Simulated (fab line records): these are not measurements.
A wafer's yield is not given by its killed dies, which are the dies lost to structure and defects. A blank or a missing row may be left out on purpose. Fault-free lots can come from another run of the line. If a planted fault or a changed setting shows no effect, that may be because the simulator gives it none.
fab line records	flow sfq-line
record lots=16	wafers=48	last-day=89
route steps=325 shown I0@53 R5@225 C5@243 I7@298
lots untouched by any fault: they come from a run of this same line in which no faults occurred
start-h: hours from the record's opening day to when the first of the lot's shown wafers began	wait-h: time in hours since the lot's previous step	" identical to the entry in the row above	L1.1+2: a single row standing in for several wafers	- no value, or no start was given	* or withheld: withheld	< > ~ a bound
route shown NAME@n: a module of which the file shows steps, and the number in the route of the first	usual: average and standard deviation across the fault-free wafers	same: alike in all rows	chamber/n: place in a boat	sites: each site's reading	_std_site: standard deviation of those values	_edge_site: inner sites' mean taken away from outer sites' mean	radius-mm: how far each site lies from the wafer's centre	mask NAME#n: copy n	behind: tool/chamber where the wafer was last shaped	hold: cause of the lot's hold/its duration in hours/its outcome	device: the transistor (n, p or np) that didn't switch	end of line: tests run on the same wafers once the route is complete	a step without rows: its recipe alone	killed: dies lost to structure and defects at the first sort, not the wafer's yield	map: a wafer's dies, x killed, . not, _ none there
set.NAME: the setting that was run; set.NAME@STEP: the one run at that earlier step	model.NAME: the simulator's own value behind a step, which no gauge read
route steps across a sampled set of lots; one table per step, one row per wafer
services: the hour from which a tool's chamber was out of use, counted from the record's first day as start-h (under 0 if before that day), plus the number of hours and why
## steps
# step SFQ_I0_OVL_MEAS_908
# usual I0_OVL=2/5.7
lot.wafer	tool	chamber	start-h	wait-h	I0_OVL[nm]
L741.1	overlay-01	-	372.46	0.1	14
L741.3	"	-	"	"	14
L741.4	"	-	"	"	13
L742.1	overlay-02	-	397.79	0.1	2
L742.4	"	-	"	"	6
L742.5	"	-	"	"	0
L744.1	overlay-01	-	414.59	0.1	9
L744.2	"	-	"	"	11
L744.4	"	-	"	"	11
L745.3	overlay-01	-	416.27	0.1	10
L745.4	"	-	"	"	6
L745.6	"	-	"	"	12
L746.1	overlay-02	-	421.18	0.1	5
L746.2	"	-	"	"	7
L746.4	"	-	"	"	4
L748.1	overlay-02	-	451.18	0.1	-8
L748.3	"	-	"	"	-3
L748.6	"	-	"	"	-6
L749.2	overlay-01	-	461.99	0.1	6
L749.3	"	-	"	"	0
L749.4	"	-	"	"	4
L750.2	overlay-02	-	471.59	0.1	-1
L750.5	"	-	"	"	4
L750.6	"	-	"	"	3
L751.2	overlay-02	-	472.91	0.1	3
L751.4	"	-	"	"	1
L751.5	"	-	"	"	9
L752.3	overlay-02	-	493.32	0.1	8
L752.4	"	-	"	"	2
L752.6	"	-	"	"	5
L753.2	overlay-02	-	494.51	0.1	0
L753.5	"	-	"	"	12
L753.6	"	-	"	"	0
L754.1	overlay-02	-	505.31	0.1	5
L754.2	"	-	"	"	6
L754.5	"	-	"	"	8
L755.1	overlay-02	-	506.63	0.1	1
L755.3	"	-	"	"	8
L755.4	"	-	"	"	7
L759.1	overlay-02	-	557.41	0.1	1
L759.2	"	-	"	"	0
L759.5	"	-	"	"	4
L760.2	overlay-01	-	561.01	0.1	-6
L760.5	"	-	"	"	-7
L760.6	"	-	"	"	-9
L762.2	overlay-01	-	567.01	0.1	-2
L762.4	"	-	"	"	3
L762.6	"	-	"	"	-3
# step SFQ_TRILAYER_R5_ETCH_METAL_ETCH_139
# recipe stop-on=SiO2	mask-material=PR	chemistry=Cl2	target-depth-nm=60	icp-w=600	bias-w=80	pressure-mtorr=10	time-s=40
# usual bias-w=80.01/0.23	drypump-motor-current-A=5.7/0.37	oes-product-au=0.990/0.0064
lot.wafer	tool	chamber	start-h	wait-h	bias-w	drypump-motor-current-A	oes-product-au	rf-hours-counter-h
L741.1	rie-metal-02	0	1423.57	0.0	79.92	5.1	0.985	7
L741.3	"	0	"	"	80.12	5.1	0.987	-
L741.4	"	1	"	"	79.87	5.4	0.990	-
L742.1	rie-metal-04	0	1514.89	0.0	80.02	5.8	1.000	64
L742.4	"	0	"	"	79.81	5.8	1.005	-
L742.5	"	0	"	"	80.00	5.8	0.993	-
L744.1	rie-metal-02	1	1517.45	0.0	79.79	5.3	0.992	141
L744.2	"	0	"	"	80.36	5.1	0.979	18
L744.4	"	1	"	"	79.75	5.4	0.986	-
L745.3	rie-metal-04	1	1518.64	0.0	80.29	6.0	0.986	-
L745.4	"	0	"	"	80.00	5.8	0.993	-
L745.6	"	0	"	"	80.18	5.8	0.990	-
L746.1	rie-metal-02	0	1519.82	0.0	79.95	5.0	0.974	18
L746.2	"	1	"	"	79.90	5.4	0.978	141
L746.4	"	0	"	"	80.13	5.1	0.982	-
L748.1	rie-metal-01	0	1539.36	0.0	80.25	6.1	0.989	40
L748.3	"	0	"	"	79.94	6.1	0.984	-
L748.6	"	1	"	"	79.98	6.0	0.992	-
L749.2	rie-metal-04	1	1568.20	0.0	80.13	6.0	0.992	67
L749.3	"	0	"	"	80.06	5.8	0.990	-
L749.4	"	1	"	"	80.23	6.0	0.996	-
L750.2	rie-metal-02	1	1571.78	0.0	79.97	5.4	0.980	4
L750.5	"	0	"	"	79.91	5.1	0.986	-
L750.6	"	1	"	"	80.41	5.4	0.989	-
L751.2	rie-metal-02	1	1634.00	0.0	80.40	5.4	0.995	11
L751.4	"	1	"	"	80.29	5.4	0.991	-
L751.5	"	0	"	"	80.11	5.1	0.996	-
L752.3	rie-metal-01	0	1635.22	0.0	80.07	6.1	0.994	-
L752.4	"	1	"	"	79.95	6.0	0.988	-
L752.6	"	0	"	"	80.19	6.1	0.977	-
L753.2	rie-metal-01	0	1754.74	0.0	79.54	6.1	0.992	72
L753.5	"	1	"	"	79.86	6.0	0.988	-
L753.6	"	0	"	"	80.05	6.1	0.996	-
L754.1	rie-metal-01	1	1759.54	0.0	80.36	6.0	0.989	1
L754.2	"	0	"	"	80.29	6.1	0.992	73
L754.5	"	1	"	"	80.11	6.0	0.983	-
L755.1	rie-metal-02	0	1789.54	0.0	80.17	5.1	0.984	57
L755.3	"	0	"	"	80.05	5.1	0.988	-
L755.4	"	1	"	"	79.86	5.4	0.981	-
L759.1	rie-metal-04	0	1831.64	0.0	80.09	5.8	0.994	113
L759.2	"	1	"	"	79.99	6.0	0.992	104
L759.5	"	0	"	"	80.07	5.8	0.992	-
L760.2	rie-metal-01	1	1853.44	0.0	80.02	6.0	0.995	14
L760.5	"	0	"	"	80.06	6.1	0.997	-
L760.6	"	1	"	"	79.78	6.0	0.993	-
L762.2	rie-metal-04	0	1878.77	0.0	80.05	5.8	0.987	116
L762.4	"	1	"	"	79.78	6.0	0.989	-
L762.6	"	1	"	"	79.90	6.0	0.981	-
# step SFQ_TRILAYER_C5_LITHO_EXPOSE_152
# recipe mask-id=C5	na=0.6	source-shape=conventional	sigma-outer=0.65	target-cd-nm=500	dose-mj=21.3
lot.wafer	tool	chamber	start-h	wait-h	mask
L741.1+3+4	krf-scanner-02	0	1628.05	-	C5#0
L742.1+4+5	krf-scanner-02	0	1641.09	-	C5#0
L744.1+2+4	krf-scanner-01	0	1708.42	-	C5#0
L745.3+4+6	krf-scanner-01	0	1710.02	-	C5#0
L746.1+2+4	krf-scanner-01	0	1712.02	-	C5#0
L748.1+3+6	krf-scanner-02	0	1716.94	-	C5#0
L749.2+3+4	krf-scanner-02	0	1733.94	-	C5#0
L750.2+5+6	krf-scanner-01	0	1740.14	-	C5#0
L751.2+4+5	krf-scanner-01	0	1802.64	-	C5#0
L752.3+4+6	krf-scanner-01	0	1805.24	-	C5#0
L753.2+5+6	krf-scanner-02	0	1838.77	-	C5#0
L754.1+2+5	krf-scanner-01	0	1845.34	-	C5#0
L755.1+3+4	krf-scanner-01	0	1856.14	-	C5#0
L759.1+2+5	krf-scanner-02	0	1918.91	-	C5#0
L760.2+5+6	krf-scanner-02	0	1920.31	-	C5#0
L762.2+4+6	krf-scanner-02	0	2029.64	-	C5#0
# step SFQ_C5_OVL_MEAS_937
# usual C5_OVL=2/4.4
lot.wafer	tool	chamber	start-h	wait-h	C5_OVL[nm]
L741.1	overlay-02	-	1629.55	0.1	-4
L741.3	"	-	"	"	1
L741.4	"	-	"	"	1
L742.1	overlay-01	-	1642.59	0.1	3
L742.4	"	-	"	"	5
L742.5	"	-	"	"	9
L744.1	overlay-02	-	1709.92	0.1	7
L744.2	"	-	"	"	2
L744.4	"	-	"	"	-1
L745.3	overlay-01	-	1711.13	0.1	4
L745.4	"	-	"	"	2
L745.6	"	-	"	"	0
L746.1	overlay-02	-	1713.52	0.1	-6
L746.2	"	-	"	"	-3
L746.4	"	-	"	"	-2
L748.1	overlay-01	-	1718.44	0.1	5
L748.3	"	-	"	"	1
L748.6	"	-	"	"	11
L749.2	overlay-01	-	1735.25	0.1	-2
L749.3	"	-	"	"	2
L749.4	"	-	"	"	1
L750.2	overlay-02	-	1741.45	0.1	-2
L750.5	"	-	"	"	2
L750.6	"	-	"	"	-4
L751.2	overlay-02	-	1803.95	0.1	47
L751.4	"	-	"	"	52
L751.5	"	-	"	"	47
L752.3	overlay-02	-	1806.35	0.1	49
L752.4	"	-	"	"	43
L752.6	"	-	"	"	43
L753.2	overlay-02	-	1840.07	0.1	3
L753.5	"	-	"	"	6
L753.6	"	-	"	"	3
L754.1	overlay-02	-	1846.84	0.1	48
L754.2	"	-	"	"	46
L754.5	"	-	"	"	48
L755.1	overlay-01	-	1857.64	0.1	38
L755.3	"	-	"	"	45
L755.4	"	-	"	"	38
L759.1	overlay-02	-	1920.41	0.1	3
L759.2	"	-	"	"	4
L759.5	"	-	"	"	7
L760.2	overlay-02	-	1921.61	0.1	7
L760.5	"	-	"	"	4
L760.6	"	-	"	"	5
L762.2	overlay-02	-	2030.95	0.1	4
L762.4	"	-	"	"	5
L762.6	"	-	"	"	5
# step SFQ_I7_BOW_MEAS_946
# recipe mode=bow
# usual I7_BOW=8/11
lot.wafer	tool	chamber	start-h	wait-h	I7_BOW[um]
L741.1	film-metro-04	-	1702.56	1.5	-2
L741.3	"	-	"	"	-6
L741.4	"	-	"	"	5
L742.1	film-metro-02	-	1709.15	1.0	-1
L742.4	"	-	"	"	-2
L742.5	"	-	"	"	-2
L744.1	film-metro-02	-	1732.95	1.5	-4
L744.2	"	-	"	"	15
L744.4	"	-	"	"	15
L745.3	film-metro-03	-	1734.79	2.0	24
L745.4	"	-	"	"	12
L745.6	"	-	"	"	24
L746.1	film-metro-04	-	1735.95	1.0	17
L746.2	"	-	"	"	5
L746.4	"	-	"	"	13
L749.2	film-metro-04	-	1806.73	1.5	9
L749.3	"	-	"	"	18
L749.4	"	-	"	"	12
L748.1	film-metro-03	-	1811.05	1.5	-3
L748.3	"	-	"	"	0
L748.6	"	-	"	"	0
L750.2	film-metro-02	-	1814.07	2.5	14
L750.5	"	-	"	"	18
L750.6	"	-	"	"	21
L751.2	film-metro-04	-	1935.32	2.0	-11
L751.4	"	-	"	"	-5
L751.5	"	-	"	"	2
L752.3	film-metro-02	-	1937.74	2.5	6
L752.4	"	-	"	"	7
L752.6	"	-	"	"	-2
L753.2	film-metro-03	-	1950.18	1.0	25
L753.5	"	-	"	"	21
L753.6	"	-	"	"	29
L754.1	film-metro-04	-	1954.88	2.0	5
L754.2	"	-	"	"	20
L754.5	"	-	"	"	9
L755.1	film-metro-03	-	1957.88	2.0	11
L755.3	"	-	"	"	28
L755.4	"	-	"	"	14
L759.1	film-metro-03	-	2092.91	1.0	-9
L759.2	"	-	"	"	9
L759.5	"	-	"	"	-1
L760.2	film-metro-02	-	2096.61	2.5	21
L760.5	"	-	"	"	7
L760.6	"	-	"	"	19
L762.2	film-metro-02	-	2124.27	2.5	-2
L762.4	"	-	"	"	10
L762.6	"	-	"	"	9
## services
tool	chamber	start-h	hours	kind
krf-scanner-01	-	1423.87	0.4	repair
krf-scanner-01	-	1424.91	0.6	repair
krf-scanner-01	-	1438.78	1.3	pm
krf-scanner-02	-	1463.97	0.8	pm
krf-scanner-02	-	1482.71	0.4	repair
krf-scanner-02	-	1501.70	4.0	pm
krf-scanner-01	-	1522.90	0.8	pm
krf-scanner-02	-	1527.82	1.0	pm
krf-scanner-01	-	1547.38	1.0	pm
krf-scanner-02	-	1560.70	1.3	pm
krf-scanner-01	-	1575.13	0.5	repair
krf-scanner-01	-	1595.09	0.3	repair
krf-scanner-01	-	1614.52	1.3	pm
krf-scanner-01	-	1640.97	0.3	repair
krf-scanner-02	-	1697.49	1.0	pm
krf-scanner-01	-	1716.82	3.6	pm
krf-scanner-01	-	1720.37	1.0	pm
krf-scanner-02	-	1736.14	1.3	pm
krf-scanner-02	-	1744.59	11.6	pm
krf-scanner-01	-	1791.54	1.3	pm
krf-scanner-02	-	1800.76	0.8	pm
krf-scanner-02	-	1815.72	1.4	repair
krf-scanner-01	-	1847.74	7.2	pm
krf-scanner-02	-	1866.25	1.0	pm
## key
first-sign step=SFQ_C5_OVL_MEAS_937	reading=C5_OVL	direction=up	sigmas=9.9	usual=2	struck=45
effect none on later readings
met-at SFQ_TRILAYER_C5_LITHO_EXPOSE_152
struck-lots L751,L752,L754,L755
not-acting-at SFQ_I0_OVL_MEAS_908,SFQ_TRILAYER_R5_ETCH_METAL_ETCH_139,SFQ_I7_BOW_MEAS_946
fault kind=scanner-matching-overlay	tool=krf-scanner-01	chamber=-	onset-h=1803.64	steps=SFQ_TRILAYER_C5_LITHO_EXPOSE_152	offset=42.269
